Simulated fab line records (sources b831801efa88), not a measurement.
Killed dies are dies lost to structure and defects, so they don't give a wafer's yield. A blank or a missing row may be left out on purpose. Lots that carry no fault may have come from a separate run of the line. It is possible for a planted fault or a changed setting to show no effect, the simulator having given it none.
Which tool was responsible? :: flow sky130 :: 12 lots, 36 wafers sampled, at 3 steps of a route of 708

== WHAT THE GAUGES SHOWED, per wafer ==
SKY_METAL2_OVL_MEAS_16.
lot: L239
measured: day 35 07:27
on: overlay-02
METAL2_OVL (nm): 1 9 3

lot: L241
measured: day 36 08:58
on: overlay-01
METAL2_OVL (nm): -6 -4 -6

lot: L240
measured: day 36 09:55
on: overlay-02
METAL2_OVL (nm): -6 -4 -6

lot: L244
measured: day 36 22:37
on: overlay-02
METAL2_OVL (nm): 7 8 6

lot: L245
measured: day 36 23:19
on: overlay-02
METAL2_OVL (nm): 5 6 6

lot: L246
measured: day 37 16:06
on: overlay-02
METAL2_OVL (nm): -5 -6 -4

lot: L247
measured: day 38 06:23
on: overlay-02
METAL2_OVL (nm): -2 -7 -6

lot: L249
measured: day 38 10:37
on: overlay-01
METAL2_OVL (nm): -2 -6 -12

lot: L250
measured: day 39 04:22
on: overlay-02
METAL2_OVL (nm): -5 9 0

lot: L252
measured: day 39 10:34
on: overlay-02
METAL2_OVL (nm): 8 5 9

lot: L256
measured: day 40 13:22
on: overlay-01
METAL2_OVL (nm): 6 6 9

lot: L257
measured: day 40 23:56
on: overlay-01
METAL2_OVL (nm): 15 9 8

== WHICH TOOL RAN EACH LOT (tool, then ch and the chambers of the sampled wafers, then the start) ==
lot: L239
SKY_METAL2_SPUTTER_03: pvd sputter-03, day 34 04:47
SKY_METAL2_SOFTBAKE_11: litho track-02 ch 0, day 34 18:00

lot: L241
SKY_METAL2_SPUTTER_03: pvd sputter-02, day 35 06:38
SKY_METAL2_SOFTBAKE_11: litho track-04 ch 0, day 35 19:00

lot: L240
SKY_METAL2_SPUTTER_03: pvd sputter-03, day 35 07:11
SKY_METAL2_SOFTBAKE_11: litho track-03 ch 0, day 35 20:00

lot: L244
SKY_METAL2_SPUTTER_03: pvd sputter-03, day 35 20:19
SKY_METAL2_SOFTBAKE_11: litho track-04 ch 0, day 36 09:00

lot: L245
SKY_METAL2_SPUTTER_03: pvd sputter-04, day 35 20:57
SKY_METAL2_SOFTBAKE_11: litho track-04 ch 0, day 36 10:00

lot: L246
SKY_METAL2_SPUTTER_03: pvd sputter-02, day 36 13:56
SKY_METAL2_SOFTBAKE_11: litho track-02 ch 0, day 37 02:00

lot: L247
SKY_METAL2_SPUTTER_03: pvd sputter-04, day 37 04:07
SKY_METAL2_SOFTBAKE_11: litho track-02 ch 0, day 37 17:00

lot: L249
SKY_METAL2_SPUTTER_03: pvd sputter-02, day 37 08:41
SKY_METAL2_SOFTBAKE_11: litho track-02 ch 0, day 37 21:00

lot: L250
SKY_METAL2_SPUTTER_03: pvd sputter-04, day 38 03:02
SKY_METAL2_SOFTBAKE_11: litho track-02 ch 0, day 38 15:00

lot: L252
SKY_METAL2_SPUTTER_03: pvd sputter-02, day 38 08:58
SKY_METAL2_SOFTBAKE_11: litho track-04 ch 0, day 38 22:00

lot: L256
SKY_METAL2_SPUTTER_03: pvd sputter-02, day 39 12:11
SKY_METAL2_SOFTBAKE_11: litho track-04 ch 0, day 40 01:00

lot: L257
SKY_METAL2_SPUTTER_03: pvd sputter-04, day 39 22:52
SKY_METAL2_SOFTBAKE_11: litho track-04 ch 0, day 40 11:00
- SKY_METAL2_SPUTTER_03: material Ti, target thk 5 nm, time 3.3 s.
- SKY_METAL2_SOFTBAKE_11: time 90 s.

== AS READ BY THE TOOLS THEMSELVES (means over the sampled wafers that have a number; for cases with no such wafer, the mark the record gives instead) ==
SKY_METAL2_SPUTTER_03.
lot: L239
tool: pvd sputter-03
throttle valve pct (%): 29.4

lot: L241
tool: pvd sputter-02
throttle valve pct (%): 28.6

lot: L240
tool: pvd sputter-03
throttle valve pct (%): 29.4

lot: L244
tool: pvd sputter-03
throttle valve pct (%): 29.5

lot: L245
tool: pvd sputter-04
throttle valve pct (%): 30.1

lot: L246
tool: pvd sputter-02
throttle valve pct (%): 28.8

lot: L247
tool: pvd sputter-04
throttle valve pct (%): 29.1

lot: L249
tool: pvd sputter-02
throttle valve pct (%): 29.3

lot: L250
tool: pvd sputter-04
throttle valve pct (%): 29.6

lot: L252
tool: pvd sputter-02
throttle valve pct (%): 29.3

lot: L256
tool: pvd sputter-02
throttle valve pct (%): 28.9

lot: L257
tool: pvd sputter-04
throttle valve pct (%): 30.0

SKY_METAL2_SOFTBAKE_11.
lot: L239
tool: litho track-02
exhaust pa (Pa): 44.9
heater power total W (W): 57.41
run length s (s): 119.14

lot: L241
tool: litho track-04
exhaust pa (Pa): 46.3
heater power total W (W): 57.41
run length s (s): 118.94

lot: L240
tool: litho track-03
exhaust pa (Pa): 44.7
heater power total W (W): 57.31
run length s (s): 119.27

lot: L244
tool: litho track-04
exhaust pa (Pa): 45.1
heater power total W (W): 57.34
run length s (s): 119.05

lot: L245
tool: litho track-04
exhaust pa (Pa): 45.2
heater power total W (W): 57.38
run length s (s): 118.97

lot: L246
tool: litho track-02
exhaust pa (Pa): 44.4
heater power total W (W): 57.34
run length s (s): 119.13

lot: L247
tool: litho track-02
exhaust pa (Pa): 44.8
heater power total W (W): 57.43
run length s (s): 119.03

lot: L249
tool: litho track-02
exhaust pa (Pa): 45.2
heater power total W (W): 57.24
run length s (s): 119.03

lot: L250
tool: litho track-02
exhaust pa (Pa): 44.4
heater power total W (W): 57.37
run length s (s): 119.05

lot: L252
tool: litho track-04
exhaust pa (Pa): 43.4
heater power total W (W): 57.27
run length s (s): 119.05

lot: L256
tool: litho track-04
exhaust pa (Pa): 44.5
heater power total W (W): 57.96
run length s (s): 116.05

lot: L257
tool: litho track-04
exhaust pa (Pa): 44.3
heater power total W (W): 58.10
run length s (s): 116.14

== THE ANSWER, worked out from the rows above alone ==
Rule: the usual values come from the lots themselves. Put in order of their means at a reading, lots are off if they are a third of the lots or fewer, leave a main group of 4 or more, and stand apart from it by a gap of 3 or more times the standard deviation of the main group's means; of several such gaps the widest counts. A main group is skipped when, at the precision printed for the reading in the tables above, its means are all equal. Also off: a lot with no number at a reading for which 4 or more lots have one. Where the step has rows for the other lots, those lots are counted as sound. First the gauges in route order, then the tools' own readings, where a lot's mean is used as printed above. At the first step where some lot is off, the reading lying furthest off is the one used; lots without a number count as furthest.
Off: L256, L257 (SKY_METAL2_SOFTBAKE_11, run length s). Mean 119.07 s and standard deviation 0.089 in the main group.
A tool fits if, at that step or a process step before it, it ran every lot that is off, and no sound lot after the first of them. One candidate fits, namely litho track-04 at SKY_METAL2_SOFTBAKE_11. A fault onset in the window from L252 (day 38 22:00, its last sound lot) to L256 (day 40 01:00, its first lot off) fits.
The tool's own readings at SKY_METAL2_SOFTBAKE_11 bear it out: on the lots that are off they differ by more than 5 times the standard deviation of the sound lots' means. heater power total W reads 58.03 W there against 57.35 W on the sound lots; run length s reads 116.09 s there against 119.07 s on the sound lots.

== WHAT THE SIMULATOR PUT IN ==
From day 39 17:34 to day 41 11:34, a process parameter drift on litho track-04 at SKY_METAL2_SOFTBAKE_11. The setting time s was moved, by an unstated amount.
Lots struck among those shown: L256, L257. The rule above found the same.
